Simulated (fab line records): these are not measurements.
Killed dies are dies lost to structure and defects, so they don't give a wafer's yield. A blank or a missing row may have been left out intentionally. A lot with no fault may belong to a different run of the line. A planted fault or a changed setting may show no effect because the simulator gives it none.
fab line records    flow sky130
[record] lots = 13  wafers = 39  lastDay = 50
route steps=708 shown METAL4@599 CAP2M@603 PAD_OPEN@701
lots with no fault: from the same line, run without faults
startH: the number of hours between the record's first day and the start of the first shown wafer of the lot    waitH: hours since the lot's step before    " same as the row above    L1.1+2: several wafers, shown together as one row    - no value, or no start was given    * or withheld: withheld    < > ~ a bound
route shown NAME@n: a module of which the file shows steps, and the number in the route of the first    usual: mean and standard deviation over wafers with no fault    same: alike in all rows    chamber/n: place in a boat    sites: the reading at each site    _std_site: how widely they spread, as a standard deviation    _edge_site: outer sites' mean less inner sites'    radiusMm: how far each site lies from the wafer's centre    mask NAME#n: copy n    behind: tool/chamber where the wafer was last shaped    hold: why the lot went on hold/how many hours it stayed there/how the hold came to an end    device: the transistor (n, p or np) that didn't switch    end of line: at the end of the route, the tests of the same wafers    a step without rows: its recipe alone    killed: not the wafer's yield, but the dies lost to structure and defects at the first sort    map: per-die view of a wafer (x killed, . not killed, _ where there is no die)
set.NAME: the setting as run; set.NAME@STEP: as run at that earlier step    model.NAME: the simulator's own value behind a step, which no gauge read
a sample of lots followed through the steps of the route, with each step as a table and each wafer as a row
services: when a tool's chamber went out of use (startH, in hours from the record's first day, below 0 if earlier), for how many hours, and the reason
[[steps]]
[step SKY_METAL4_SPUTTER_01]
[recipe] material = TiN  targetThkNm = 20  powerW = 6500  timeS = 16.7  chamberPressurePa = 0.4
[usual] throttleValvePct = 30.4/1.1
lot.wafer  tool           chamber  startH   waitH  throttleValvePct
L900.2     pvdSputter-04  -        925.46   0.0    30.2
L900.3     "              -        "        "      30.6
L900.4     "              -        "        "      29.3
L901.1     pvdSputter-02  -        934.71   0.0    32.0
L901.3     "              -        "        "      31.7
L901.5     "              -        "        "      30.7
L907.1     pvdSputter-03  -        982.39   0.0    30.8
L907.3     "              -        "        "      28.8
L907.4     "              -        "        "      29.6
L909.1     pvdSputter-02  -        994.65   0.0    32.1
L909.2     "              -        "        "      30.8
L909.4     "              -        "        "      28.8
L910.2     pvdSputter-04  -        1000.49  0.0    29.6
L910.5     "              -        "        "      30.9
L910.6     "              -        "        "      29.8
L912.2     pvdSputter-03  -        1016.55  0.0    29.2
L912.3     "              -        "        "      30.6
L912.4     "              -        "        "      29.5
L915.1     pvdSputter-03  -        1032.29  0.0    29.5
L915.3     "              -        "        "      29.4
L915.6     "              -        "        "      28.8
L917.1     pvdSputter-03  -        1047.92  0.0    29.3
L917.2     "              -        "        "      28.8
L917.5     "              -        "        "      30.5
L918.1     pvdSputter-03  -        1052.07  0.0    29.4
L918.3     "              -        "        "      29.8
L918.6     "              -        "        "      29.6
L920.2     pvdSputter-02  -        1062.57  0.0    31.7
L920.3     "              -        "        "      31.8
L920.4     "              -        "        "      30.7
L921.1     pvdSputter-02  -        1069.76  0.0    32.1
L921.5     "              -        "        "      28.8
L921.6     "              -        "        "      31.0
L922.2     pvdSputter-02  -        1073.20  0.0    31.8
L922.4     "              -        "        "      31.8
L922.6     "              -        "        "      29.1
L923.1     pvdSputter-02  -        1079.00  0.0    29.0
L923.3     "              -        "        "      32.0
L923.6     "              -        "        "      30.9
[step SKY_METAL4_SPUTTER_03]
[recipe] material = Ti  targetThkNm = 5  powerW = 3000  timeS = 3.3  chamberPressurePa = 0.4
[usual] throttleValvePct = 30.4/1.1
lot.wafer  tool           chamber  startH   waitH  throttleValvePct
L900.2     pvdSputter-04  -        925.53   0.0    30.5
L900.3     "              -        "        "      30.9
L900.4     "              -        "        "      29.6
L901.1     pvdSputter-02  -        934.77   0.0    32.2
L901.3     "              -        "        "      31.9
L901.5     "              -        "        "      30.7
L907.1     pvdSputter-03  -        982.45   0.0    30.3
L907.3     "              -        "        "      29.1
L907.4     "              -        "        "      29.6
L909.1     pvdSputter-02  -        994.71   0.0    31.9
L909.2     "              -        "        "      31.2
L909.4     "              -        "        "      29.0
L910.2     pvdSputter-04  -        1000.55  0.0    29.9
L910.5     "              -        "        "      30.6
L910.6     "              -        "        "      30.1
L912.2     pvdSputter-03  -        1016.61  0.0    28.8
L912.3     "              -        "        "      30.7
L912.4     "              -        "        "      29.6
L915.1     pvdSputter-03  -        1032.35  0.0    29.4
L915.3     "              -        "        "      29.3
L915.6     "              -        "        "      29.3
L917.1     pvdSputter-03  -        1047.99  0.0    29.3
L917.2     "              -        "        "      29.2
L917.5     "              -        "        "      30.6
L918.1     pvdSputter-03  -        1052.14  0.0    29.7
L918.3     "              -        "        "      29.5
L918.6     "              -        "        "      29.4
L920.2     pvdSputter-02  -        1062.63  0.0    31.9
L920.3     "              -        "        "      32.0
L920.4     "              -        "        "      30.8
L921.1     pvdSputter-02  -        1069.83  0.0    32.1
L921.5     "              -        "        "      28.9
L921.6     "              -        "        "      30.9
L922.2     pvdSputter-02  -        1073.27  0.0    32.0
L922.4     "              -        "        "      31.5
L922.6     "              -        "        "      28.8
L923.1     pvdSputter-02  -        1079.07  0.0    29.1
L923.3     "              -        "        "      31.9
L923.6     "              -        "        "      31.1
[step SKY_CAP2M_CVD_00]
[recipe] material = SiO2  targetThkNm = 15.5  tempC = 400  timeS = withheld  rfW = 450
[usual] heaterPowerW = 759/82
lot.wafer  tool      chamber  startH   waitH  heaterPowerW
L900.2     pecvd-04  1        925.59   0.0    850
L900.3     "         2        "        "      788
L900.4     "         1        "        "      853
L901.1     pecvd-04  2        934.84   0.0    701
L901.3     "         1        "        "      794
L901.5     "         2        "        "      691
L907.1     pecvd-04  2        982.52   0.0    711
L907.3     "         0        "        "      857
L907.4     "         1        "        "      753
L909.1     pecvd-02  0        994.78   0.0    766
L909.2     "         2        "        "      767
L909.4     "         2        "        "      800
L910.2     pecvd-03  1        1000.62  0.0    708
L910.5     "         0        "        "      618
L910.6     "         2        "        "      760
L912.2     pecvd-02  1        1016.68  0.0    668
L912.3     "         2        "        "      706
L912.4     "         2        "        "      696
L915.1     pecvd-03  2        1032.43  0.0    816
L915.3     "         1        "        "      707
L915.6     "         1        "        "      714
L917.1     pecvd-04  2        1048.06  0.0    765
L917.2     "         0        "        "      824
L917.5     "         2        "        "      729
L918.1     pecvd-02  2        1052.22  0.0    653
L918.3     "         0        "        "      784
L918.6     "         0        "        "      796
L920.2     pecvd-04  2        1062.70  0.0    750
L920.3     "         1        "        "      854
L920.4     "         2        "        "      750
L921.1     pecvd-03  1        1069.90  0.0    648
L921.5     "         0        "        "      537
L921.6     "         2        "        "      796
L922.2     pecvd-02  0        1073.33  0.0    788
L922.4     "         2        "        "      765
L922.6     "         1        "        "      618
L923.1     pecvd-04  2        1079.13  0.0    784
L923.3     "         0        "        "      839
L923.6     "         2        "        "      764
[step SKY_PAD_OPEN_ETCH_07]
[recipe] chemistry = CF4/O2  targetDepthNm = 725  stopOn = AlCu  sourceW = 800  biasW = 150  pressureMtorr = 150  cf4FlowSccm = 80  O2_flow_sccm = 10  timeS = 161.1
[usual] biasW = 150.0/0.49  drypumpMotorCurrentA = 5.3/0.41  oesProductAu = 0.979/0.0071  throttleValvePct = 5.965/0.0093
lot.wafer  tool        chamber  startH   waitH  biasW  drypumpMotorCurrentA  oesProductAu  rfHoursCounterH  throttleValvePct
L900.2     rieDiel-03  0        1070.12  -      150.3  5.1                   0.972         3                5.965
L900.3     "           3        "        "      150.2  5.2                   0.975         17               5.947
L900.4     "           1        "        "      150.1  4.8                   0.972         16               5.958
L901.1     rieDiel-02  2        1077.97  -      149.1  6.3                   0.976         9                5.957
L901.3     "           1        "        "      150.7  6.0                   0.970         15               5.972
L901.5     "           0        "        "      150.0  5.5                   0.989         -                5.967
L907.1     rieDiel-03  1        1116.77  -      150.1  4.8                   0.976         18               5.964
L907.3     "           0        "        "      149.9  5.1                   0.964         4                5.975
L907.4     "           2        "        "      148.9  5.0                   0.973         9                5.969
L909.1     rieDiel-03  3        1127.38  -      150.4  5.2                   0.979         19               5.988
L909.2     "           1        "        "      149.6  4.8                   0.974         18               5.953
L909.4     "           0        "        "      150.1  5.1                   0.893         5                5.944
L910.2     rieDiel-03  2        1131.86  -      149.5  5.0                   0.986         10               5.975
L910.5     "           2        "        "      149.0  5.0                   0.992         -                5.971
L910.6     "           1        "        "      149.9  4.8                   0.886         -                5.944
L912.2     rieDiel-04  0        1145.02  -      150.5  5.7                   0.971         5                5.962
L912.3     "           1        "        "      150.6  5.1                   0.972         28               5.971
L912.4     "           3        "        "      150.2  5.6                   0.979         7                5.973
L915.1     rieDiel-04  1        1157.47  -      149.8  5.1                   0.978         29               5.962
L915.3     "           2        "        "      149.8  5.0                   0.980         22               5.961
L915.6     "           3        "        "      150.0  5.7                   0.988         -                5.956
L917.1     rieDiel-04  2        1170.13  -      150.3  5.0                   0.976         22               5.950
L917.2     "           1        "        "      149.9  5.1                   0.982         29               5.969
L917.5     "           0        "        "      151.0  5.7                   0.984         -                5.962
L918.1     rieDiel-04  0        1174.22  -      150.2  5.7                   0.972         6                5.970
L918.3     "           2        "        "      150.5  5.0                   0.976         22               5.961
L918.6     "           2        "        "      150.6  5.0                   0.983         -                5.962
L920.2     rieDiel-04  3        1182.72  -      149.5  5.6                   0.976         7                5.980
L920.3     "           2        "        "      150.0  5.0                   0.985         23               5.972
L920.4     "           1        "        "      150.0  5.1                   0.977         -                5.971
L921.1     rieDiel-02  1        1186.42  -      149.4  6.0                   0.975         19               5.951
L921.5     "           1        "        "      150.0  6.0                   0.987         -                5.960
L921.6     "           0        "        "      149.7  5.6                   0.986         -                5.975
L922.2     rieDiel-02  0        1189.17  -      150.1  5.5                   0.971         9                5.966
L922.4     "           1        "        "      150.5  6.0                   0.983         19               5.963
L922.6     "           3        "        "      149.8  5.0                   0.978         -                5.970
L923.1     rieDiel-02  1        1193.67  -      149.9  6.0                   0.964         19               5.965
L923.3     "           3        "        "      150.1  5.0                   0.978         26               5.965
L923.6     "           2        "        "      149.8  6.3                   0.970         -                5.967
[step SKY_PAD_OPEN_PROBE_99]
[usual] defectLimitedYield = 82.7/1.7  killed_at_M0_to_M3 = 44/7.1  killed_at_M4_up = 3.3/1.8  killedAtContacts = 23/5.5  killedAtFrontEnd = 15/4.5  killedAtOther = 0.2/0.48  killedDies = 85/8.4  killedOpen = 46/6.6  killedShort = 39/6.1
[same] grossDies = 492  killedAtBackSide = 0
lot.wafer  tool       chamber  startH   waitH  defectLimitedYield[%]  killed_at_M0_to_M3  killed_at_M4_up  killedAtContacts  killedAtFrontEnd  killedAtOther  killedDies  killedOpen  killedShort
L900.2     prober-01  -        1072.49  0.1    83.1                   47                  4                16                16                0              83          51          32
L900.3     prober-01  -        1072.54  0.2    79.1                   54                  7                28                14                0              103         65          38
L900.4     prober-01  -        1072.59  0.2    84.6                   42                  2                24                8                 0              76          34          42
L901.1     prober-02  -        1080.29  0.1    81.3                   42                  3                22                25                0              92          56          36
L901.3     prober-02  -        1080.39  0.2    85.0                   41                  2                20                11                0              74          39          35
L901.5     prober-02  -        1080.49  0.2    83.7                   44                  1                22                13                0              80          35          45
L907.1     prober-02  -        1119.10  0.1    82.3                   43                  3                24                17                0              87          43          44
L907.3     prober-02  -        1119.20  0.2    80.7                   57                  1                18                19                0              95          49          43
L907.4     prober-02  -        1119.25  0.2    83.7                   38                  8                22                12                0              80          45          32
L909.1     prober-02  -        1129.82  0.1    80.9                   37                  4                37                15                1              94          56          37
L909.2     prober-02  -        1129.87  0.1    83.9                   42                  3                22                12                0              79          42          37
L909.4     prober-02  -        1129.97  0.2    79.9                   45                  3                35                16                0              99          54          45
L910.2     prober-01  -        1134.59  0.1    85.2                   41                  1                17                14                0              73          48          25
L910.5     prober-01  -        1134.74  0.2    81.5                   39                  2                30                19                1              91          45          46
L910.6     prober-01  -        1134.79  0.2    80.1                   63                  1                20                14                0              98          54          44
L912.2     prober-01  -        1147.42  0.1    80.9                   41                  4                25                23                1              94          57          36
L912.3     prober-01  -        1147.47  0.2    79.7                   50                  4                34                12                0              100         51          49
L912.4     prober-01  -        1147.52  0.2    82.1                   50                  4                18                15                1              88          50          38
L915.1     prober-01  -        1159.89  0.1    82.9                   48                  5                20                11                0              84          52          32
L915.3     prober-01  -        1159.99  0.2    83.5                   50                  2                21                8                 0              81          46          34
L915.6     prober-01  -        1160.14  0.2    85.6                   41                  1                9                 20                0              71          44          27
L917.1     prober-02  -        1172.45  0.1    82.1                   51                  3                24                10                0              88          42          46
L917.2     prober-02  -        1172.50  0.1    80.3                   42                  3                33                19                0              97          59          38
L917.5     prober-02  -        1172.65  0.2    83.1                   41                  1                29                12                0              83          41          42
L918.1     prober-01  -        1176.54  0.1    83.1                   49                  2                16                16                0              83          44          39
L918.3     prober-01  -        1176.64  0.2    81.5                   39                  1                32                19                0              91          56          35
L918.6     prober-01  -        1176.79  0.2    85.2                   38                  3                15                16                1              73          39          33
L920.2     prober-02  -        1185.08  0.1    82.7                   43                  2                26                13                1              85          44          40
L920.3     prober-02  -        1185.13  0.2    82.9                   39                  4                28                13                0              84          41          43
L920.4     prober-02  -        1185.18  0.2    80.3                   44                  6                31                15                1              97          46          50
L921.1     prober-01  -        1189.41  0.1    81.9                   41                  2                29                17                0              89          46          43
L921.5     prober-01  -        1189.61  0.2    81.5                   59                  3                20                8                 1              91          58          33
L921.6     prober-01  -        1189.66  0.2    85.0                   37                  4                14                19                0              74          40          34
L922.2     prober-02  -        1191.67  0.1    83.7                   44                  5                14                17                0              80          41          38
L922.4     prober-02  -        1191.77  0.2    85.8                   29                  2                21                18                0              70          38          32
L922.6     prober-02  -        1191.87  0.2    82.9                   49                  2                19                14                0              84          56          27
L923.1     prober-01  -        1196.39  0.1    85.4                   41                  3                12                16                0              72          34          37
L923.3     prober-01  -        1196.49  0.2    81.3                   43                  5                28                16                0              92          48          41
L923.6     prober-01  -        1196.64  0.2    80.5                   52                  4                18                21                1              96          57          39
// killed by level:class
L900.2 VIA1:geometricParticle:open=12 LI_CONTACT:geometricParticle:open=8 VIA2:geometricParticle:open=8 POLY_GATE:geometricParticle:open=7 METAL2:geometricParticle:short=7 VIA1:geometricParticle:short=6 CONTACT:geometricParticle:open=5 VIA3:geometricParticle:open=4
L900.3 VIA1:geometricParticle:open=15 CONTACT:geometricParticle:open=14 VIA2:geometricParticle:open=8 LI_CONTACT:geometricParticle:open=7 METAL2:geometricParticle:short=7 VIA3:geometricParticle:open=7 VIA2:geometricParticle:short=5 FIELD_ISO:geometricParticle:open=4
L900.4 VIA1:geometricParticle:open=9 CONTACT:geometricParticle:open=8 METAL1:geometricParticle:short=8 LI_CONTACT:geometricParticle:open=7 CONTACT:geometricParticle:short=4 METAL2:geometricParticle:short=4 VIA2:geometricParticle:short=4 METAL3:geometricParticle:short=4
L901.1 CONTACT:geometricParticle:open=12 VIA3:geometricParticle:open=9 VIA1:geometricParticle:open=8 VIA2:geometricParticle:open=7 FIELD_ISO:geometricParticle:open=6 POLY_GATE:geometricParticle:open=6 FIELD_ISO:geometricParticle:short=5 LI_CONTACT:geometricParticle:open=5
L901.3 CONTACT:geometricParticle:open=9 VIA3:geometricParticle:open=8 VIA1:geometricParticle:open=8 CONTACT:geometricParticle:short=6 VIA2:geometricParticle:open=6 METAL1:geometricParticle:short=4 VIA1:geometricParticle:short=4 METAL2:geometricParticle:short=4
L901.5 CONTACT:geometricParticle:short=10 METAL2:geometricParticle:short=7 VIA3:geometricParticle:open=7 VIA2:geometricParticle:open=6 FIELD_ISO:geometricParticle:short=5 FIELD_ISO:geometricParticle:open=5 VIA1:geometricParticle:open=5 CONTACT:geometricParticle:open=4
L907.1 VIA1:geometricParticle:open=12 CONTACT:geometricParticle:open=10 VIA1:geometricParticle:short=8 CONTACT:geometricParticle:short=6 METAL3:geometricParticle:short=6 FIELD_ISO:geometricParticle:open=5 VIA3:geometricParticle:open=5 METAL2:geometricParticle:short=4
L907.3 VIA1:geometricParticle:open=13 VIA3:geometricParticle:open=9 METAL1:geometricParticle:short=7 POLY_GATE:geometricParticle:open=6 VIA1:geometricParticle:short=6 VIA2:geometricParticle:open=5 VIA3:geometricParticle:short=5 POLY_GATE:geometricParticle:short=4
L907.4 CONTACT:geometricParticle:open=11 VIA1:geometricParticle:open=8 VIA2:geometricParticle:open=8 VIA2:geometricParticle:short=5 METAL4:geometricParticle:short=5 VIA3:geometricParticle:open=5 LI_CONTACT:geometricParticle:short=4 LI_CONTACT:geometricParticle:open=4
L909.1 CONTACT:geometricParticle:open=15 VIA1:geometricParticle:open=11 CONTACT:geometricParticle:short=10 VIA2:geometricParticle:open=9 FIELD_ISO:geometricParticle:open=6 LI_CONTACT:geometricParticle:open=4 FIELD_ISO:geometricParticle:short=3 LI_CONTACT:geometricParticle:short=3
L909.2 CONTACT:geometricParticle:open=11 VIA3:geometricParticle:open=8 VIA1:geometricParticle:open=7 METAL1:geometricParticle:short=6 VIA1:geometricParticle:short=6 CONTACT:geometricParticle:short=5 VIA2:geometricParticle:open=4 POLY_GATE:geometricParticle:open=3
L909.4 CONTACT:geometricParticle:open=15 VIA1:geometricParticle:open=11 CONTACT:geometricParticle:short=8 VIA2:geometricParticle:open=7 METAL2:geometricParticle:short=6 LI_CONTACT:geometricParticle:open=6 METAL1:geometricParticle:short=6 VIA3:geometricParticle:open=5
L910.2 VIA1:geometricParticle:open=8 VIA3:geometricParticle:open=8 VIA2:geometricParticle:open=7 FIELD_ISO:geometricParticle:open=6 CONTACT:geometricParticle:open=6 CONTACT:geometricParticle:short=4 POLY_GATE:geometricParticle:open=3 LOCAL_INTERCONNECT:geometricParticle:open=3
L910.5 CONTACT:geometricParticle:open=9 LI_CONTACT:geometricParticle:open=7 METAL1:geometricParticle:short=7 POLY_GATE:geometricParticle:short=6 CONTACT:geometricParticle:short=6 VIA1:geometricParticle:open=6 VIA2:geometricParticle:open=6 METAL2:geometricParticle:short=5
L910.6 VIA1:geometricParticle:open=17 VIA3:geometricParticle:open=11 VIA2:geometricParticle:open=8 CONTACT:geometricParticle:open=7 LOCAL_INTERCONNECT:geometricParticle:short=6 VIA1:geometricParticle:short=5 METAL2:geometricParticle:short=5 FIELD_ISO:geometricParticle:short=4
L912.2 CONTACT:geometricParticle:open=14 VIA1:geometricParticle:open=11 POLY_GATE:geometricParticle:open=7 FIELD_ISO:geometricParticle:open=6 LI_CONTACT:geometricParticle:open=6 VIA2:geometricParticle:short=6 METAL2:geometricParticle:short=6 VIA3:geometricParticle:open=4
L912.3 CONTACT:geometricParticle:open=12 VIA1:geometricParticle:open=9 CONTACT:geometricParticle:short=8 VIA3:geometricParticle:short=8 METAL2:geometricParticle:short=8 LOCAL_INTERCONNECT:geometricParticle:short=7 VIA3:geometricParticle:open=7 LI_CONTACT:geometricParticle:open=5
L912.4 VIA1:geometricParticle:open=15 VIA3:geometricParticle:open=9 CONTACT:geometricParticle:open=8 METAL2:geometricParticle:short=8 VIA2:geometricParticle:open=5 POLY_GATE:geometricParticle:open=4 POLY_GATE:geometricParticle:short=4 METAL4:geometricParticle:short=4
L915.1 VIA1:geometricParticle:open=11 CONTACT:geometricParticle:open=9 VIA2:geometricParticle:open=7 VIA3:geometricParticle:open=7 VIA1:geometricParticle:short=6 LI_CONTACT:geometricParticle:open=5 METAL4:geometricParticle:short=5 CONTACT:geometricParticle:short=4
L915.3 VIA1:geometricParticle:open=16 CONTACT:geometricParticle:open=8 VIA3:geometricParticle:open=8 VIA1:geometricParticle:short=7 VIA2:geometricParticle:open=6 CONTACT:geometricParticle:short=5 METAL2:geometricParticle:short=5 LI_CONTACT:geometricParticle:open=4
L915.6 VIA1:geometricParticle:open=18 METAL2:geometricParticle:short=6 POLY_GATE:geometricParticle:open=5 CONTACT:geometricParticle:open=5 VIA3:geometricParticle:open=5 POLY_GATE:geometricParticle:short=4 VIA2:geometricParticle:open=4 FIELD_ISO:geometricParticle:short=3
L917.1 VIA3:geometricParticle:open=8 VIA2:geometricParticle:open=8 CONTACT:geometricParticle:open=7 METAL2:geometricParticle:short=7 VIA1:geometricParticle:open=6 LI_CONTACT:geometricParticle:open=6 CONTACT:geometricParticle:short=6 VIA1:geometricParticle:short=5
L917.2 LI_CONTACT:geometricParticle:open=11 VIA1:geometricParticle:open=9 POLY_GATE:geometricParticle:open=8 CONTACT:geometricParticle:open=8 VIA1:geometricParticle:short=7 LOCAL_INTERCONNECT:geometricParticle:short=7 VIA3:geometricParticle:open=7 FIELD_ISO:geometricParticle:open=6
L917.5 CONTACT:geometricParticle:open=11 LI_CONTACT:geometricParticle:open=6 METAL1:geometricParticle:short=6 CONTACT:geometricParticle:short=6 VIA1:geometricParticle:open=6 VIA1:geometricParticle:short=6 FIELD_ISO:geometricParticle:short=5 METAL2:geometricParticle:short=4
L918.1 VIA1:geometricParticle:open=12 VIA3:geometricParticle:open=7 VIA3:geometricParticle:short=6 METAL2:geometricParticle:short=5 VIA2:geometricParticle:short=5 FIELD_ISO:geometricParticle:open=4 POLY_GATE:geometricParticle:open=4 CONTACT:geometricParticle:open=4
L918.3 CONTACT:geometricParticle:open=13 VIA1:geometricParticle:open=9 LI_CONTACT:geometricParticle:open=6 VIA2:geometricParticle:open=6 VIA3:geometricParticle:open=6 FIELD_ISO:geometricParticle:short=5 POLY_GATE:geometricParticle:open=5 CONTACT:geometricParticle:short=5
L918.6 VIA1:geometricParticle:open=10 FIELD_ISO:geometricParticle:short=5 LI_CONTACT:geometricParticle:open=5 METAL1:geometricParticle:short=5 VIA3:geometricParticle:open=5 FIELD_ISO:geometricParticle:open=4 METAL2:geometricParticle:short=4 VIA1:geometricParticle:short=4
L920.2 VIA1:geometricParticle:open=13 LI_CONTACT:geometricParticle:open=9 VIA3:geometricParticle:short=7 CONTACT:geometricParticle:open=6 LI_CONTACT:geometricParticle:short=5 VIA3:geometricParticle:open=5 METAL2:geometricParticle:short=4 POLY_GATE:geometricParticle:open=3
L920.3 CONTACT:geometricParticle:open=11 VIA3:geometricParticle:open=8 LI_CONTACT:geometricParticle:open=7 VIA1:geometricParticle:open=5 METAL3:geometricParticle:short=5 VIA3:geometricParticle:short=5 FIELD_ISO:geometricParticle:short=4 CONTACT:geometricParticle:short=4
L920.4 VIA1:geometricParticle:open=13 CONTACT:geometricParticle:open=12 LI_CONTACT:geometricParticle:open=8 VIA1:geometricParticle:short=7 POLY_GATE:geometricParticle:short=5 LOCAL_INTERCONNECT:geometricParticle:short=5 CONTACT:geometricParticle:short=5 METAL1:geometricParticle:short=5
L921.1 VIA2:geometricParticle:open=13 CONTACT:geometricParticle:open=9 LI_CONTACT:geometricParticle:open=8 FIELD_ISO:geometricParticle:open=6 FIELD_ISO:geometricParticle:short=6 CONTACT:geometricParticle:short=6 VIA1:geometricParticle:short=6 VIA1:geometricParticle:open=4
L921.5 VIA1:geometricParticle:open=14 VIA2:geometricParticle:open=13 LI_CONTACT:geometricParticle:open=8 VIA3:geometricParticle:open=7 CONTACT:geometricParticle:open=6 METAL1:geometricParticle:short=5 VIA1:geometricParticle:short=5 METAL2:geometricParticle:short=5
L921.6 FIELD_ISO:geometricParticle:open=11 VIA3:geometricParticle:open=8 VIA2:geometricParticle:open=5 FIELD_ISO:geometricParticle:short=4 LI_CONTACT:geometricParticle:open=4 METAL1:geometricParticle:short=4 METAL2:geometricParticle:short=4 VIA2:geometricParticle:short=4
L922.2 VIA3:geometricParticle:open=8 VIA1:geometricParticle:open=8 METAL1:geometricParticle:short=6 CONTACT:geometricParticle:open=5 VIA1:geometricParticle:short=5 METAL2:geometricParticle:short=5 POLY_GATE:geometricParticle:short=4 METAL1:geometricParticle:open=4
L922.4 LI_CONTACT:geometricParticle:open=7 FIELD_ISO:geometricParticle:open=6 METAL1:geometricParticle:short=6 VIA1:geometricParticle:open=5 CONTACT:geometricParticle:open=4 POLY_GATE:geometricParticle:open=4 LOCAL_INTERCONNECT:geometricParticle:short=4 CONTACT:geometricParticle:short=4
L922.6 VIA1:geometricParticle:open=12 VIA2:geometricParticle:open=11 LI_CONTACT:geometricParticle:open=10 VIA1:geometricParticle:short=7 CONTACT:geometricParticle:open=6 POLY_GATE:geometricParticle:open=5 METAL2:geometricParticle:short=5 VIA3:geometricParticle:open=5
L923.1 VIA1:geometricParticle:open=12 METAL2:geometricParticle:short=7 FIELD_ISO:geometricParticle:open=4 METAL1:geometricParticle:short=4 VIA1:geometricParticle:short=4 VIA2:geometricParticle:open=4 VIA3:geometricParticle:open=3 POLY_GATE:geometricParticle:open=3
L923.3 CONTACT:geometricParticle:open=11 VIA2:geometricParticle:open=8 METAL1:geometricParticle:short=7 POLY_GATE:geometricParticle:short=7 LI_CONTACT:geometricParticle:open=7 VIA1:geometricParticle:open=6 METAL2:geometricParticle:short=6 LOCAL_INTERCONNECT:geometricParticle:short=5
L923.6 VIA1:geometricParticle:open=14 VIA2:geometricParticle:open=8 LI_CONTACT:geometricParticle:open=7 POLY_GATE:geometricParticle:open=6 CONTACT:geometricParticle:open=6 METAL1:geometricParticle:short=6 METAL2:geometricParticle:short=6 FIELD_ISO:geometricParticle:short=5
[[services]]
tool           chamber  startH   hours  kind
rieDiel-02     0        907.03   9.8    repair
rieDiel-03     -        908.77   0.2    repair
pvdSputter-03  -        910.81   6.7    repair
rieDiel-03     -        930.14   4.3    pm
pecvd-02       1        933.69   6.0    repair
pvdSputter-03  -        939.89   1.8    repair
pvdSputter-04  -        949.51   3.6    repair
pecvd-02       -        951.55   2.8    pm
rieDiel-03     -        952.74   0.3    repair
rieDiel-04     3        953.13   6.2    repair
pvdSputter-03  -        968.84   0.6    repair
rieDiel-03     -        986.72   0.6    repair
rieDiel-03     1        997.82   6.3    repair
rieDiel-02     2        1010.15  5.5    repair
pvdSputter-04  -        1017.72  2.0    repair
rieDiel-03     3        1020.80  8.9    repair
rieDiel-02     3        1047.09  5.5    repair
rieDiel-04     3        1052.15  9.6    repair
rieDiel-04     0        1055.44  20.7   repair
pecvd-02       2        1064.89  4.6    repair
pvdSputter-02  -        1090.04  1.3    repair
rieDiel-04     3        1167.19  7.9    repair
rieDiel-04     0        1182.17  10.9   repair
pvdSputter-02  -        1182.50  9.1    repair
[[key]]
[firstSign] step = SKY_PAD_OPEN_ETCH_07  reading = oesProductAu  direction = down  sigmas = 13  usual = 0.979  struck = 0.890
effect none on later readings
metAt SKY_PAD_OPEN_ETCH_07
struckLots L909,L910
struckWafers L909.4,L910.6
notActingAt SKY_METAL4_SPUTTER_01,SKY_METAL4_SPUTTER_03,SKY_CAP2M_CVD_00
onsetBetween 1116.77 1127.38
[fault] kind = processParameterDrift  tool = rieDiel-03  chamber = -  onsetH = 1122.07  steps = SKY_PAD_OPEN_ETCH_07  channel = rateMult  offset = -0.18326  shape = step  endH = 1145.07  scope = struckWafersOnly
